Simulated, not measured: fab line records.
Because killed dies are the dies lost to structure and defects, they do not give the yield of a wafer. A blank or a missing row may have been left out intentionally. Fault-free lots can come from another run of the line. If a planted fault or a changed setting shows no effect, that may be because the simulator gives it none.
Which tool did it? || flow sky130 || 39 wafers from 13 lots sampled at 5 of the route's 708 steps

== WHAT EACH GAUGE READ, for each wafer ==
SKY_NWELL_OVL_MEAS_10.
{"lot": "L897", "measured": "day 4 19:17", "on": "overlay-02", "NWELL_00_OVL (nm)": "-0.6 2.5 1.7"}
{"lot": "L898", "measured": "day 5 02:35", "on": "overlay-01", "NWELL_00_OVL (nm)": "0.5 0.7 0.5"}
{"lot": "L900", "measured": "day 5 10:53", "on": "overlay-01", "NWELL_00_OVL (nm)": "-2.3 -2.4 0.1"}
{"lot": "L901", "measured": "day 5 17:13", "on": "overlay-02", "NWELL_00_OVL (nm)": "0.8 1.8 -1.2"}
{"lot": "L903", "measured": "day 6 06:44", "on": "overlay-02", "NWELL_00_OVL (nm)": "-0.5 0.7 2.5"}
{"lot": "L907", "measured": "day 7 11:49", "on": "overlay-01", "NWELL_00_OVL (nm)": "-92.4 -91.2 -89.8"}
{"lot": "L908", "measured": "day 7 15:23", "on": "overlay-01", "NWELL_00_OVL (nm)": "0.0 0.3 0.7"}
{"lot": "L909", "measured": "day 7 19:52", "on": "overlay-02", "NWELL_00_OVL (nm)": "-90.1 -89.4 -91.0"}
{"lot": "L910", "measured": "day 8 03:22", "on": "overlay-01", "NWELL_00_OVL (nm)": "1.8 2.2 -0.1"}
{"lot": "L912", "measured": "day 8 13:40", "on": "overlay-02", "NWELL_00_OVL (nm)": "-88.6 -90.2 -90.6"}
{"lot": "L914", "measured": "day 8 22:31", "on": "overlay-01", "NWELL_00_OVL (nm)": "0.5 -0.2 3.1"}
{"lot": "L918", "measured": "day 10 11:28", "on": "overlay-02", "NWELL_00_OVL (nm)": "-0.2 0.2 0.8"}
{"lot": "L919", "measured": "day 10 11:50", "on": "overlay-02", "NWELL_00_OVL (nm)": "1.4 1.3 2.3"}

SKY_SONOS_ONO_THK_MEAS_03.
{"lot": "L897", "measured": "day 11 21:48", "on": "filmMetro-02", "SONOS_ONO_CVD_02_THK (nm)": "10.90 10.95 11.06"}
{"lot": "L898", "measured": "day 12 05:51", "on": "filmMetro-01", "SONOS_ONO_CVD_02_THK (nm)": "10.60 10.64 10.65"}
{"lot": "L900", "measured": "day 12 17:59", "on": "filmMetro-01", "SONOS_ONO_CVD_02_THK (nm)": "10.63 10.67 10.66"}
{"lot": "L901", "measured": "day 13 10:34", "on": "filmMetro-01", "SONOS_ONO_CVD_02_THK (nm)": "10.64 10.64 10.74"}
{"lot": "L903", "measured": "day 13 22:28", "on": "filmMetro-02", "SONOS_ONO_CVD_02_THK (nm)": "10.51 10.71 10.49"}
{"lot": "L907", "measured": "day 15 15:50", "on": "filmMetro-02", "SONOS_ONO_CVD_02_THK (nm)": "10.91 10.89 10.89"}
{"lot": "L908", "measured": "day 15 15:50", "on": "filmMetro-01", "SONOS_ONO_CVD_02_THK (nm)": "10.87 10.92 10.74"}
{"lot": "L909", "measured": "day 16 05:44", "on": "filmMetro-01", "SONOS_ONO_CVD_02_THK (nm)": "10.74 10.87 10.73"}
{"lot": "L910", "measured": "day 16 15:22", "on": "filmMetro-02", "SONOS_ONO_CVD_02_THK (nm)": "10.94 10.87 10.82"}
{"lot": "L912", "measured": "day 17 05:04", "on": "filmMetro-01", "SONOS_ONO_CVD_02_THK (nm)": "10.94 10.94 10.93"}
{"lot": "L914", "measured": "day 17 20:34", "on": "filmMetro-03", "SONOS_ONO_CVD_02_THK (nm)": "11.04 11.03 10.90"}
{"lot": "L918", "measured": "day 19 19:54", "on": "filmMetro-01", "SONOS_ONO_CVD_02_THK (nm)": "10.88 10.79 10.76"}
{"lot": "L919", "measured": "day 19 19:55", "on": "filmMetro-03", "SONOS_ONO_CVD_02_THK (nm)": "10.84 10.62 10.83"}

SKY_SONOS_ONO_THK_MEAS_05.
{"lot": "L897", "measured": "day 11 23:07", "on": "filmMetro-02", "SONOS_ONO_CVD_04_THK (nm)": "5.53 5.71 5.65"}
{"lot": "L898", "measured": "day 12 07:10", "on": "filmMetro-03", "SONOS_ONO_CVD_04_THK (nm)": "5.55 5.62 5.47"}
{"lot": "L900", "measured": "day 12 19:17", "on": "filmMetro-01", "SONOS_ONO_CVD_04_THK (nm)": "5.56 5.55 5.58"}
{"lot": "L901", "measured": "day 13 11:53", "on": "filmMetro-01", "SONOS_ONO_CVD_04_THK (nm)": "5.46 5.64 5.53"}
{"lot": "L903", "measured": "day 13 23:46", "on": "filmMetro-01", "SONOS_ONO_CVD_04_THK (nm)": "5.45 5.42 5.47"}
{"lot": "L907", "measured": "day 15 17:09", "on": "filmMetro-02", "SONOS_ONO_CVD_04_THK (nm)": "5.53 5.70 5.61"}
{"lot": "L908", "measured": "day 15 17:09", "on": "filmMetro-01", "SONOS_ONO_CVD_04_THK (nm)": "5.61 5.67 5.74"}
{"lot": "L909", "measured": "day 16 07:02", "on": "filmMetro-03", "SONOS_ONO_CVD_04_THK (nm)": "5.68 5.80 5.68"}
{"lot": "L910", "measured": "day 16 16:40", "on": "filmMetro-02", "SONOS_ONO_CVD_04_THK (nm)": "5.76 5.75 5.76"}
{"lot": "L912", "measured": "day 17 06:23", "on": "filmMetro-02", "SONOS_ONO_CVD_04_THK (nm)": "5.72 5.70 5.63"}
{"lot": "L914", "measured": "day 17 21:52", "on": "filmMetro-03", "SONOS_ONO_CVD_04_THK (nm)": "5.47 5.47 5.53"}
{"lot": "L918", "measured": "day 19 21:13", "on": "filmMetro-03", "SONOS_ONO_CVD_04_THK (nm)": "5.75 5.70 5.73"}
{"lot": "L919", "measured": "day 19 21:14", "on": "filmMetro-02", "SONOS_ONO_CVD_04_THK (nm)": "5.57 5.57 5.60"}

SKY_SONOS_ONO_OVL_MEAS_14.
{"lot": "L897", "measured": "day 13 00:29", "on": "overlay-01", "SONOS_ONO_OVL (nm)": "4.3 3.9 3.2"}
{"lot": "L898", "measured": "day 13 08:12", "on": "overlay-01", "SONOS_ONO_OVL (nm)": "4.6 3.7 3.0"}
{"lot": "L900", "measured": "day 13 20:39", "on": "overlay-02", "SONOS_ONO_OVL (nm)": "3.6 1.6 2.1"}
{"lot": "L901", "measured": "day 14 14:24", "on": "overlay-02", "SONOS_ONO_OVL (nm)": "0.8 -0.8 0.7"}
{"lot": "L903", "measured": "day 15 02:21", "on": "overlay-02", "SONOS_ONO_OVL (nm)": "1.1 -0.6 0.7"}
{"lot": "L907", "measured": "day 16 22:27", "on": "overlay-02", "SONOS_ONO_OVL (nm)": "1.6 2.8 1.0"}
{"lot": "L908", "measured": "day 16 22:20", "on": "overlay-01", "SONOS_ONO_OVL (nm)": "1.8 1.0 2.2"}
{"lot": "L909", "measured": "day 17 12:32", "on": "overlay-02", "SONOS_ONO_OVL (nm)": "-1.4 1.1 1.2"}
{"lot": "L910", "measured": "day 17 20:23", "on": "overlay-01", "SONOS_ONO_OVL (nm)": "-1.1 1.1 1.0"}
{"lot": "L912", "measured": "day 18 11:12", "on": "overlay-01", "SONOS_ONO_OVL (nm)": "-1.4 0.4 -1.6"}
{"lot": "L914", "measured": "day 19 02:50", "on": "overlay-01", "SONOS_ONO_OVL (nm)": "1.2 2.0 -0.8"}
{"lot": "L918", "measured": "day 21 03:18", "on": "overlay-02", "SONOS_ONO_OVL (nm)": "0.0 3.0 2.3"}
{"lot": "L919", "measured": "day 21 03:50", "on": "overlay-02", "SONOS_ONO_OVL (nm)": "1.2 1.3 0.6"}

== WHICH TOOL RAN EACH LOT (tool, then ch and the chambers of the sampled wafers, then the start) ==
{"lot": "L897", "SKY_NWELL_EXPOSE_07": "ilineStepper-01 ch 0, day 4 11:14"}
{"lot": "L898", "SKY_NWELL_EXPOSE_07": "ilineStepper-01 ch 0, day 4 17:23"}
{"lot": "L900", "SKY_NWELL_EXPOSE_07": "ilineStepper-01 ch 0, day 5 02:08"}
{"lot": "L901", "SKY_NWELL_EXPOSE_07": "ilineStepper-01 ch 0, day 5 08:16"}
{"lot": "L903", "SKY_NWELL_EXPOSE_07": "ilineStepper-02 ch 0, day 5 21:15"}
{"lot": "L907", "SKY_NWELL_EXPOSE_07": "ilineStepper-01 ch 0, day 7 01:49"}
{"lot": "L908", "SKY_NWELL_EXPOSE_07": "ilineStepper-02 ch 0, day 7 05:54"}
{"lot": "L909", "SKY_NWELL_EXPOSE_07": "ilineStepper-01 ch 0, day 7 11:20"}
{"lot": "L910", "SKY_NWELL_EXPOSE_07": "ilineStepper-02 ch 0, day 7 18:33"}
{"lot": "L912", "SKY_NWELL_EXPOSE_07": "ilineStepper-01 ch 0, day 8 03:09"}
{"lot": "L914", "SKY_NWELL_EXPOSE_07": "ilineStepper-02 ch 0, day 8 12:35"}
{"lot": "L918", "SKY_NWELL_EXPOSE_07": "ilineStepper-02 ch 0, day 10 00:05"}
{"lot": "L919", "SKY_NWELL_EXPOSE_07": "ilineStepper-02 ch 0, day 10 00:22"}
- SKY_NWELL_EXPOSE_07: exposes mask NWM, target cd 840 nm.

== AS READ BY THE TOOLS THEMSELVES (means over the sampled wafers that have a number; for cases with no such wafer, the mark the record gives instead) ==
SKY_NWELL_EXPOSE_07.
{"lot": "L897", "tool": "ilineStepper-01", "reticleTempC (C)": 22.93}
{"lot": "L898", "tool": "ilineStepper-01", "reticleTempC (C)": 23.11}
{"lot": "L900", "tool": "ilineStepper-01", "reticleTempC (C)": 23.09}
{"lot": "L901", "tool": "ilineStepper-01", "reticleTempC (C)": 22.99}
{"lot": "L903", "tool": "ilineStepper-02", "reticleTempC (C)": 23.10}
{"lot": "L907", "tool": "ilineStepper-01", "reticleTempC (C)": 22.98}
{"lot": "L908", "tool": "ilineStepper-02", "reticleTempC (C)": 23.21}
{"lot": "L909", "tool": "ilineStepper-01", "reticleTempC (C)": 22.97}
{"lot": "L910", "tool": "ilineStepper-02", "reticleTempC (C)": 23.02}
{"lot": "L912", "tool": "ilineStepper-01", "reticleTempC (C)": 23.07}
{"lot": "L914", "tool": "ilineStepper-02", "reticleTempC (C)": 23.04}
{"lot": "L918", "tool": "ilineStepper-02", "reticleTempC (C)": 23.07}
{"lot": "L919", "tool": "ilineStepper-02", "reticleTempC (C)": 23.03}

== THE ANSWER, worked out from the rows above alone ==
Rule: usual is defined by the lots themselves. The widest of any qualifying gaps counts: lots, ordered by their means at a reading, are off when they make up no more than a third of the lots, leave a main group of 4 or more, and stand apart from it by 3 or more times the standard deviation of that group's means. A main group whose means are all the same, to the digits that the tables above print for the reading, isn't used. Also off: a lot with no number at a reading for which 4 or more lots have one. All remaining lots with rows at the step are treated as sound. Order of review: gauges by route order, followed by the tools' own readings, for which a lot's mean as printed above is used. The first step at which some lot is off is used, and at that step the reading that is off furthest; a lot without a number counts as furthest.
Off: at SKY_NWELL_OVL_MEAS_10 (NWELL_00_OVL), L907, L909, L912. Main group: mean 0.6 nm, sd 0.84.
A tool fits if, at a process step before that reading, it ran every lot that is off, and no sound lot after the first of them. Gauges at SKY_NWELL_OVL_MEAS_10: tried the same way as those tools. One fits: SKY_NWELL_EXPOSE_07 on ilineStepper-01. Its last sound lot is L901 (day 5 08:16), its first lot that is off L907 (day 7 01:49): a fault that began between those two fits.

== WHAT THE SIMULATOR HAD INSERTED ==
Scanner matching overlay: ilineStepper-01, from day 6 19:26 on, at SKY_NWELL_EXPOSE_07. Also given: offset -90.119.
Struck lots among those shown: L907, L909, L912. The same result came from the rule above.
